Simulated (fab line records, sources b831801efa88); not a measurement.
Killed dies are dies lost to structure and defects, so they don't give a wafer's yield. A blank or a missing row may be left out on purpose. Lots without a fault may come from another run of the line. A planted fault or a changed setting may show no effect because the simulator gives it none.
fab line records | flow sky130 | part 1 of 2: steps 1 to 31 of 37
record lots=5 wafers=15 last_day=50
route steps=708 shown GATE_OXIDE@198 POLY_GATE@204 RES_PROTECT@206
lots that met no fault: from a run of the same line without faults
start_h: hours from the record's first day to the start of the lot's first wafer shown | wait_h: hours since the lot's step before | " the same as in the row above | L1.1+2: a row that stands for several wafers | - no value, or no start given | * or withheld: withheld | < > ~ a bound
route shown NAME@n: a module of which the file shows steps, and the number in the route of the first | usual: mean/standard deviation of fault-free wafers | same: alike in all rows | chamber/n: place in a boat | sites: the reading at each site | _std_site: their standard deviation | _edge_site: outer sites' mean less inner sites' | radius_mm: how far each site lies from the wafer's centre | mask NAME#n: copy n | behind: the tool/chamber that last shaped the wafer | hold: why the lot was held/for how many hours/how that ended | device: the transistor (n, p or np) that didn't switch | end of line: the same wafers' tests at the end of the route | a step without rows: its recipe alone | killed: dies lost to structure and defects at the first sort, not the wafer's yield | map: a wafer's dies, x killed, . not, _ none there
set.NAME: the setting as run; set.NAME@STEP: as run at that earlier step | model.NAME: the simulator's own value behind a step, which no gauge read
lots at some steps of the route; a table a step, a row a wafer
services: from which hour (start_h, from the record's first day; less than 0 if before it) a tool's chamber was out of use, for how many hours, and why
## steps
# step SKY_GATE_OXIDE_IMPLANT_11
# recipe species=B energy_kev=10 dose_cm2=2.6e+12 tilt_deg=withheld
# columns lot.wafer tool chamber start_h wait_h
L074.3+5+6 implanter-02 0 300.77 0.1
L079.2+3+4 implanter-01 0 344.87 0.0
L083.2+3+4 implanter-02 0 405.11 0.0
L089.1+5+6 implanter-03 0 453.79 0.0
L097.1+2+4 implanter-01 0 503.72 0.0
# step SKY_GATE_OXIDE_WET_ETCH_12
# recipe chemistry=dHF target_depth_nm=16.8 dry=n2_spin target=SiO2 dilution=100:1 temp_c=25 time_s=336
# usual temp_c=24.97/0.11
# columns lot.wafer tool chamber start_h wait_h temp_c
L074.3 wet_bench-03 2 300.87 0.1 24.92
L074.5 " 2 " " 24.96
L074.6 " 2 " " 24.89
L079.2 wet_bench-04 1 344.99 0.1 24.95
L079.3 " 1 " " 25.06
L079.4 " 1 " " 25.05
L083.2 wet_bench-03 3 405.24 0.1 24.97
L083.3 " 3 " " 25.00
L083.4 " 3 " " 24.88
L089.1 wet_bench-04 3 453.94 0.1 25.13
L089.5 " 3 " " 25.00
L089.6 " 3 " " 25.07
L097.1 wet_bench-03 0 503.87 0.1 24.97
L097.2 " 0 " " 24.91
L097.4 " 0 " " 24.90
# step SKY_GATE_OXIDE_STRIP_13
# recipe chemistry=O2/N2 power_w=1400 pressure_mtorr=1500 platen_temp_c=withheld o2_flow_sccm=3000 n2_flow_sccm=300 overash_fraction=0.5
# usual drypump_motor_current_A=5.6/0.37 oes_product_au=0.716/0.005 strip_time_to_endpoint_s=14.17/0.041
# columns lot.wafer tool chamber start_h wait_h drypump_motor_current_A oes_product_au rf_hours_counter_h strip_time_to_endpoint_s
L074.3 plasma_asher-03 1 301.00 0.0 6.0 0.714 - 14.12
L074.5 " 0 " " 5.8 0.718 - 14.11
L074.6 " 1 " " 6.0 0.716 - 14.15
L079.2 plasma_asher-04 0 345.20 0.0 5.0 0.723 53 14.20
L079.3 " 1 " " 5.9 0.714 - 14.15
L079.4 " 0 " " 5.0 0.708 - 14.20
L083.2 plasma_asher-04 0 405.35 0.0 5.0 0.715 59 14.16
L083.3 " 0 " " 5.0 0.714 - 14.15
L083.4 " 1 " " 5.9 0.715 - 14.14
L089.1 plasma_asher-01 0 454.04 0.0 5.3 0.717 28 14.24
L089.5 " 0 " " 5.3 0.711 - 14.19
L089.6 " 1 " " 5.8 0.716 - 14.16
L097.1 plasma_asher-01 0 503.97 0.0 5.4 0.708 33 14.17
L097.2 " 1 " " 5.9 0.724 33 14.14
L097.4 " 0 " " 5.4 0.713 - 14.14
# step SKY_GATE_OXIDE_TW_MEAS_14
# usual GATE_OXIDE_TW=225.3/1.7
# columns lot.wafer tool chamber start_h wait_h GATE_OXIDE_TW
L074.3 film_metro-02 - 301.09 0.1 225.2
L074.5 " - " " 225.3
L074.6 " - " " 225.0
L079.2 film_metro-02 - 345.31 0.1 224.5
L079.3 " - " " 222.8
L079.4 " - " " 222.8
L083.2 film_metro-03 - 405.46 0.1 226.9
L083.3 " - " " 227.9
L083.4 " - " " 227.6
L089.1 film_metro-01 - 454.17 0.1 225.3
L089.5 " - " " 225.3
L089.6 " - " " 224.2
L097.1 film_metro-02 - 504.07 0.1 223.4
L097.2 " - " " 223.5
L097.4 " - " " 221.2
# step SKY_GATE_OXIDE_CLEAN_15
# recipe chemistry=SC1/SC2 mix=1:4:20 temp_c=70 time_s=150 dry=n2_spin
# usual temp_c=70.01/0.12
# columns lot.wafer tool chamber start_h wait_h temp_c
L074.3 wet_bench-02 0 301.13 0.0 69.91
L074.5 " 0 " " 70.10
L074.6 " 0 " " 70.11
L079.2 wet_bench-02 2 345.36 0.0 70.02
L079.3 " 2 " " 70.00
L079.4 " 2 " " 70.01
L083.2 wet_bench-02 2 405.51 0.0 70.08
L083.3 " 2 " " 70.00
L083.4 " 2 " " 69.90
L089.1 wet_bench-03 0 454.23 0.1 70.02
L089.5 " 0 " " 70.00
L089.6 " 0 " " 69.96
L097.1 wet_bench-04 2 504.13 0.1 69.99
L097.2 " 2 " " 70.20
L097.4 " 2 " " 70.07
# step SKY_GATE_OXIDE_OXIDATION_16
# recipe temp_c=800 ambient=O2 idle_temp_c=700 ramp_up_c_per_min=10 ramp_down_c_per_min=3 stabilise_s=600 purge_s=300 target_thk_a=35.7 ox_time_s=1915
# usual spike_tc_lower_C=800.5/0.95
# columns lot.wafer tool chamber start_h wait_h spike_tc_lower_C
L074.3 furnace-02 0 303.11 1.9 799.6
L074.5 " 0 " " 801.2
L074.6 " 0 " " 801.8
L079.2 furnace-01 0 346.38 1.0 801.4
L079.3 " 0 " " 799.6
L079.4 " 0 " " 801.1
L083.2 furnace-02 0 406.55 1.0 800.9
L083.3 " 0 " " 799.4
L083.4 " 0 " " 801.2
L089.1 furnace-01 0 454.58 0.3 799.9
L089.5 " 0 " " 801.4
L089.6 " 0 " " 801.9
L097.1 furnace-02 0 504.18 0.0 800.9
L097.2 " 0 " " 799.6
L097.4 " 0 " " 800.9
# step SKY_POLY_GATE_CVD_00
# recipe material=poly-Si target_thk_nm=180 temp_c=620 time_s=720 pressure_mtorr=200
# usual spike_tc_lower_C=620.4/1.8
# columns lot.wafer tool chamber start_h wait_h spike_tc_lower_C
L074.3 lpcvd-01 0 304.64 0.0 623.5
L074.5 " 0 " " 622.2
L074.6 " 0 " " 622.1
L079.2 lpcvd-01 1 353.22 5.3 617.6
L079.3 " 1 " " 618.0
L079.4 " 1 " " 619.0
L083.2 lpcvd-01 0 408.08 0.0 622.9
L083.3 " 0 " " 622.6
L083.4 " 0 " " 621.9
L089.1 lpcvd-01 0 456.12 0.0 622.9
L089.5 " 0 " " 620.6
L089.6 " 0 " " 622.2
L097.1 lpcvd-01 1 505.71 0.0 619.4
L097.2 " 1 " " 619.6
L097.4 " 1 " " 618.0
# step SKY_POLY_GATE_THK_MEAS_01
# recipe reads=poly-Si_of_POLY_GATE_CVD_00
# usual POLY_GATE_CVD_00_THK=179.8/1.4
# columns lot.wafer tool chamber start_h wait_h POLY_GATE_CVD_00_THK[nm]
L074.3 film_metro-03 - 305.86 0.0 180.6
L074.5 " - " " 179.3
L074.6 " - " " 178.8
L079.2 film_metro-03 - 354.43 0.0 179.8
L079.3 " - " " 178.1
L079.4 " - " " 177.8
L083.2 film_metro-03 - 410.79 0.0 180.6
L083.3 " - " " 181.3
L083.4 " - " " 180.5
L089.1 film_metro-03 - 457.32 0.0 178.9
L089.5 " - " " 178.2
L089.6 " - " " 180.6
L097.1 film_metro-01 - 506.91 0.0 180.1
L097.2 " - " " 178.1
L097.4 " - " " 178.7
# step SKY_RES_PROTECT_DEHYDRATE_00
# recipe temp_c=200 time_s=60
# usual heater_power_total_W=160.37/0.13
# columns lot.wafer tool chamber start_h wait_h heater_power_total_W
L074.3 litho_track-02 0 318.20 12.3 160.48
L074.5 " 0 " " 160.27
L074.6 " 0 " " 160.44
L079.2 litho_track-04 0 367.38 12.9 160.31
L079.3 " 0 " " 160.31
L079.4 " 0 " " 160.45
L083.2 litho_track-02 0 425.18 14.4 160.29
L083.3 " 0 " " 160.46
L083.4 " 0 " " 160.36
L089.1 litho_track-04 0 472.06 14.7 160.31
L089.5 " 0 " " 160.36
L089.6 " 0 " " 160.65
L097.1 litho_track-04 0 520.91 14.0 160.38
L097.2 " 0 " " 160.37
L097.4 " 0 " " 160.46
# step SKY_RES_PROTECT_HMDS_01
# recipe prime_time_s=60 prime_temp_c=120
# columns lot.wafer tool chamber start_h wait_h
L074.3+5+6 litho_track-02 0 318.35 0.1
L079.2+3+4 litho_track-04 0 367.53 0.1
L083.2+3+4 litho_track-02 0 425.33 0.1
L089.1+5+6 litho_track-04 0 472.21 0.1
L097.1+2+4 litho_track-04 0 521.06 0.1
# step SKY_RES_PROTECT_COAT_02
# recipe resist=NOVOLAK spin_rpm=3040 resist_thk_nm=1140
# columns lot.wafer tool chamber start_h wait_h
L074.3+5+6 litho_track-02 0 318.50 0.1
L079.2+3+4 litho_track-04 0 367.68 0.1
L083.2+3+4 litho_track-02 0 425.48 0.1
L089.1+5+6 litho_track-04 0 472.36 0.1
L097.1+2+4 litho_track-04 0 521.21 0.1
# step SKY_RES_PROTECT_SOFTBAKE_03
# recipe temp_c=90 time_s=60 resist=NOVOLAK
# usual heater_power_total_W=56.60/0.041
# columns lot.wafer tool chamber start_h wait_h heater_power_total_W
L074.3 litho_track-02 0 318.65 0.1 56.57
L074.5 " 0 " " 56.60
L074.6 " 0 " " 56.54
L079.2 litho_track-04 0 367.83 0.1 56.60
L079.3 " 0 " " 56.58
L079.4 " 0 " " 56.67
L083.2 litho_track-02 0 425.63 0.1 56.62
L083.3 " 0 " " 56.56
L083.4 " 0 " " 56.57
L089.1 litho_track-04 0 472.51 0.1 56.67
L089.5 " 0 " " 56.60
L089.6 " 0 " " 56.61
L097.1 litho_track-04 0 521.36 0.1 56.58
L097.2 " 0 " " 56.56
L097.4 " 0 " " 56.57
# step SKY_RES_PROTECT_EXPOSE_04
# recipe mask_id=RPM na=0.6 source_shape=conventional sigma_outer=0.6 polarization=unpolarized target_cd_nm=1270 dose_mj=131
# columns lot.wafer tool chamber start_h wait_h mask
L074.3+5+6 iline_stepper-01 0 - - RPM#0
L079.2+3+4 iline_stepper-02 0 - - RPM#0
L083.2+3+4 iline_stepper-01 0 - - RPM#0
L089.1+5+6 iline_stepper-01 0 - - RPM#0
L097.1+2+4 iline_stepper-02 0 - - RPM#0
# step SKY_RES_PROTECT_PEB_05
# recipe temp_c=withheld time_s=* resist=NOVOLAK
# columns lot.wafer tool chamber start_h wait_h
L074.3+5+6 litho_track-03 0 - -
L079.2+3+4 litho_track-03 0 - -
L083.2+3+4 litho_track-03 0 - -
L089.1+5+6 litho_track-03 0 - -
L097.1+2+4 litho_track-03 0 - -
# step SKY_RES_PROTECT_DEVELOP_06
# recipe resist=NOVOLAK developer=TMAH develop_time_s=60 dev_temp_c=23
# columns lot.wafer tool chamber start_h wait_h
L074.3+5+6 litho_track-03 0 331.54 0.1
L079.2+3+4 litho_track-03 0 381.31 0.1
L083.2+3+4 litho_track-03 0 440.71 0.1
L089.1+5+6 litho_track-03 0 487.59 0.1
L097.1+2+4 litho_track-03 0 536.39 0.1
# step SKY_POLY_GATE_IMPLANT_02
# recipe species=P energy_kev=30 dose_cm2=7.7e+15 tilt_deg=0
# columns lot.wafer tool chamber start_h wait_h
L074.3+5+6 implanter-04 0 331.69 0.1
L079.2+3+4 implanter-04 0 381.46 0.1
L083.2+3+4 implanter-03 0 440.86 0.1
L089.1+5+6 implanter-01 0 487.74 0.1
L097.1+2+4 implanter-03 0 536.54 0.1
# step SKY_RES_PROTECT_STRIP_07
# recipe chemistry=O2/N2 power_w=1400 pressure_mtorr=1500 platen_temp_c=withheld o2_flow_sccm=3000 n2_flow_sccm=300 overash_fraction=0.5
# usual drypump_motor_current_A=5.4/0.45 oes_product_au=0.517/0.0049 strip_time_to_endpoint_s=23.18/0.047
# columns lot.wafer tool chamber start_h wait_h drypump_motor_current_A oes_product_au rf_hours_counter_h strip_time_to_endpoint_s
L074.3 plasma_asher-02 1 331.82 0.1 4.9 0.508 - 23.15
L074.5 " 1 " " 4.9 0.513 - 23.16
L074.6 " 0 " " 5.0 0.514 - 23.15
L079.2 plasma_asher-02 0 381.59 0.1 5.0 0.519 72 23.19
L079.3 " 1 " " 4.9 0.510 - 23.17
L079.4 " 0 " " 5.0 0.516 - 23.22
L083.2 plasma_asher-03 1 440.99 0.1 6.0 0.513 1 23.17
L083.3 " 1 " " 6.0 0.513 - 23.15
L083.4 " 0 " " 5.8 0.519 - 23.19
L089.1 plasma_asher-03 0 487.89 0.1 5.7 0.514 6 23.12
L089.5 " 1 " " 6.0 0.514 - 23.07
L089.6 " 0 " " 5.8 0.522 - 23.10
L097.1 plasma_asher-02 0 536.69 0.1 5.0 0.520 87 23.28
L097.2 " 1 " " 4.9 0.515 87 23.26
L097.4 " 0 " " 5.0 0.519 - 23.24
# step SKY_RES_PROTECT_TW_MEAS_08
# usual POLY_GATE_TW=4006/43
# columns lot.wafer tool chamber start_h wait_h POLY_GATE_TW
L074.3 film_metro-01 - 331.91 0.1 4010
L074.5 " - " " 4004
L074.6 " - " " 4001
L079.2 film_metro-04 - 381.70 0.1 3931
L079.3 " - " " 3950
L079.4 " - " " 3917
L083.2 film_metro-04 - 441.10 0.1 3989
L083.3 " - " " 3953
L083.4 " - " " 3953
L089.1 film_metro-01 - 488.01 0.1 4066
L089.5 " - " " 4060
L089.6 " - " " 4053
L097.1 film_metro-02 - 536.79 0.1 4017
L097.2 " - " " 4013
L097.4 " - " " 4022
# step SKY_RES_PROTECT_CLEAN_09
# recipe chemistry=SC1/SC2 mix=1:4:20 temp_c=70 time_s=150 dry=n2_spin
# usual temp_c=69.98/0.11
# columns lot.wafer tool chamber start_h wait_h temp_c
L074.3 wet_bench-04 3 331.95 0.0 69.84
L074.5 " 3 " " 70.09
L074.6 " 3 " " 69.98
L079.2 wet_bench-03 0 381.75 0.0 70.07
L079.3 " 0 " " 70.15
L079.4 " 0 " " 69.96
L083.2 wet_bench-04 0 441.15 0.0 69.99
L083.3 " 0 " " 70.05
L083.4 " 0 " " 70.08
L089.1 wet_bench-03 1 488.07 0.1 69.85
L089.5 " 1 " " 69.88
L089.6 " 1 " " 70.19
L097.1 wet_bench-04 2 536.85 0.1 70.00
L097.2 " 2 " " 69.93
L097.4 " 2 " " 69.81
# step SKY_POLY_GATE_CVD_03
# recipe material=Si3N4 precursor=DCS/NH3 target_thk_nm=75 temp_c=770 time_s=1290 pressure_mtorr=250
# usual spike_tc_lower_C=769.9/1.4
# columns lot.wafer tool chamber start_h wait_h spike_tc_lower_C
L074.3 lpcvd-02 0 336.89 4.9 767.5
L074.5 " 0 " " 768.1
L074.6 " 0 " " 768.2
L079.2 lpcvd-02 1 393.65 11.9 770.5
L079.3 " 1 " " 770.3
L079.4 " 1 " " 772.2
L083.2 lpcvd-02 0 442.47 1.3 769.0
L083.3 " 0 " " 771.2
L083.4 " 0 " " 769.9
L089.1 lpcvd-02 1 488.12 0.0 771.0
L089.5 " 1 " " 768.8
L089.6 " 1 " " 769.4
L097.1 lpcvd-02 1 537.79 0.9 769.1
L097.2 " 1 " " 770.0
L097.4 " 1 " " 771.7
# step SKY_POLY_GATE_THK_MEAS_04
# recipe reads=Si3N4_of_POLY_GATE_CVD_03
# usual POLY_GATE_CVD_03_THK=74.7/0.67
# columns lot.wafer tool chamber start_h wait_h POLY_GATE_CVD_03_THK[nm]
L074.3 film_metro-01 - 338.95 0.0 74.5
L074.5 " - " " 75.1
L074.6 " - " " 74.8
L079.2 film_metro-03 - 395.70 0.0 74.8
L079.3 " - " " 74.1
L079.4 " - " " 74.6
L083.2 film_metro-03 - 443.84 0.0 75.8
L083.3 " - " " 76.2
L083.4 " - " " 75.8
L089.1 film_metro-01 - 490.16 0.0 74.4
L089.5 " - " " 73.9
L089.6 " - " " 74.1
L097.1 film_metro-03 - 539.14 0.0 74.4
L097.2 " - " " 73.8
L097.4 " - " " 73.9
# step SKY_POLY_GATE_DEHYDRATE_05
# recipe temp_c=200 time_s=60
# usual heater_power_total_W=160.39/0.12
# columns lot.wafer tool chamber start_h wait_h heater_power_total_W
L074.3 litho_track-01 0 351.68 12.7 160.40
L074.5 " 0 " " 160.39
L074.6 " 0 " " 160.33
L079.2 litho_track-01 0 409.76 14.0 160.38
L079.3 " 0 " " 160.42
L079.4 " 0 " " 160.61
L083.2 litho_track-01 0 458.61 14.8 160.13
L083.3 " 0 " " 160.53
L083.4 " 0 " " 160.43
L089.1 litho_track-01 0 504.63 14.5 160.41
L089.5 " 0 " " 160.48
L089.6 " 0 " " 160.62
L097.1 litho_track-01 0 553.33 14.2 160.41
L097.2 " 0 " " 160.36
L097.4 " 0 " " 160.29
# step SKY_POLY_GATE_HMDS_06
# recipe prime_time_s=60 prime_temp_c=120
# columns lot.wafer tool chamber start_h wait_h
L074.3+5+6 litho_track-01 0 351.83 0.1
L079.2+3+4 litho_track-01 0 409.91 0.1
L083.2+3+4 litho_track-01 0 458.76 0.1
L089.1+5+6 litho_track-01 0 504.78 0.1
L097.1+2+4 litho_track-01 0 553.48 0.1
# step SKY_POLY_GATE_COAT_07
# recipe resist=BARC temp_c=withheld time_s=withheld spin_rpm=3000 resist_thk_nm=110
# columns lot.wafer tool chamber start_h wait_h
L074.3+5+6 litho_track-01 0 351.98 0.1
L079.2+3+4 litho_track-01 0 410.06 0.1
L083.2+3+4 litho_track-01 0 458.91 0.1
L089.1+5+6 litho_track-01 0 504.93 0.1
L097.1+2+4 litho_track-01 0 553.63 0.1
# step SKY_POLY_GATE_COAT_08
# recipe resist=KrF-thick spin_rpm=3000 resist_thk_nm=450
# columns lot.wafer tool chamber start_h wait_h
L074.3+5+6 litho_track-01 0 - -
L079.2+3+4 litho_track-01 0 - -
L083.2+3+4 litho_track-01 0 - -
L089.1+5+6 litho_track-01 0 - -
L097.1+2+4 litho_track-01 0 - -
# step SKY_POLY_GATE_SOFTBAKE_09
# recipe temp_c=100 time_s=90 resist=KrF-thick
# usual heater_power_total_W=57.36/0.12
# columns lot.wafer tool chamber start_h wait_h heater_power_total_W
L074.3 litho_track-01 0 - - 57.50
L074.5 " 0 " " 57.43
L074.6 " 0 " " 57.59
L079.2 litho_track-01 0 - - 57.47
L079.3 " 0 " " 57.43
L079.4 " 0 " " 57.23
L083.2 litho_track-01 0 - - 57.41
L083.3 " 0 " " 57.41
L083.4 " 0 " " 57.45
L089.1 litho_track-01 0 - - 57.54
L089.5 " 0 " " 57.37
L089.6 " 0 " " 57.57
L097.1 litho_track-01 0 - - 57.49
L097.2 " 0 " " 57.23
L097.4 " 0 " " 57.58
# step SKY_POLY_GATE_EXPOSE_10
# recipe mask_id=P1M na=0.68 source_shape=conventional sigma_outer=0.6 target_cd_nm=150 dose_mj=28
# columns lot.wafer tool chamber start_h wait_h mask
L074.3+5+6 krf_scanner-02 0 - - P1M#0
L079.2+3+4 krf_scanner-01 0 - - P1M#0
L083.2+3+4 krf_scanner-02 0 - - P1M#0
L089.1+5+6 krf_scanner-01 0 - - P1M#0
L097.1+2+4 krf_scanner-01 0 - - P1M#0
# step SKY_POLY_GATE_PEB_11
# recipe peb_temp_c=withheld peb_time_s=withheld resist=KrF-thick
# columns lot.wafer tool chamber start_h wait_h
L074.3+5+6 litho_track-02 0 - -
L079.2+3+4 litho_track-01 0 - -
L083.2+3+4 litho_track-03 0 - -
L089.1+5+6 litho_track-01 0 - -
L097.1+2+4 litho_track-01 0 - -
# step SKY_POLY_GATE_DEVELOP_12
# recipe develop_time_s=60 resist=KrF-thick dev_temp_c=21
# columns lot.wafer tool chamber start_h wait_h
L074.3+5+6 litho_track-02 0 - -
L079.2+3+4 litho_track-01 0 - -
L083.2+3+4 litho_track-03 0 - -
L089.1+5+6 litho_track-01 0 - -
L097.1+2+4 litho_track-01 0 - -
# step SKY_POLY_GATE_CD_MEAS_13
# recipe target_cd_nm=150
# usual cd_nm=150.2/1
# columns lot.wafer tool chamber start_h wait_h cd_nm
L074.3 cd_sem-02 - 366.04 - 150.0
L074.5 " - " " 150.3
L074.6 " - " " 150.0
L079.2 cd_sem-02 - 425.40 - 149.9
L079.3 " - " " 149.9
L079.4 " - " " 149.9
L083.2 cd_sem-01 - 474.36 - 149.9
L083.3 " - " " 150.6
L083.4 " - " " 151.2
L089.1 cd_sem-01 - 519.88 - 150.9
L089.5 " - " " 150.9
L089.6 " - " " 150.7
L097.1 cd_sem-01 - 568.73 - 148.3
L097.2 " - " " 149.5
L097.4 " - " " 149.7
# step SKY_POLY_GATE_OVL_MEAS_14
# usual POLY_GATE_OVL=-3/6
# columns lot.wafer tool chamber start_h wait_h POLY_GATE_OVL[nm]
L074.3 overlay-01 - 366.13 0.1 0
L074.5 " - " " -7
L074.6 " - " " -12
L079.2 overlay-01 - 425.51 0.1 -6
L079.3 " - " " -8
L079.4 " - " " 1
L083.2 overlay-01 - 474.46 0.1 14
L083.3 " - " " -7
L083.4 " - " " 7
L089.1 overlay-01 - 520.00 0.1 -4
L089.5 " - " " -2
L089.6 " - " " -9
L097.1 overlay-01 - 568.85 0.1 -9
L097.2 " - " " -11
L097.4 " - " " -4
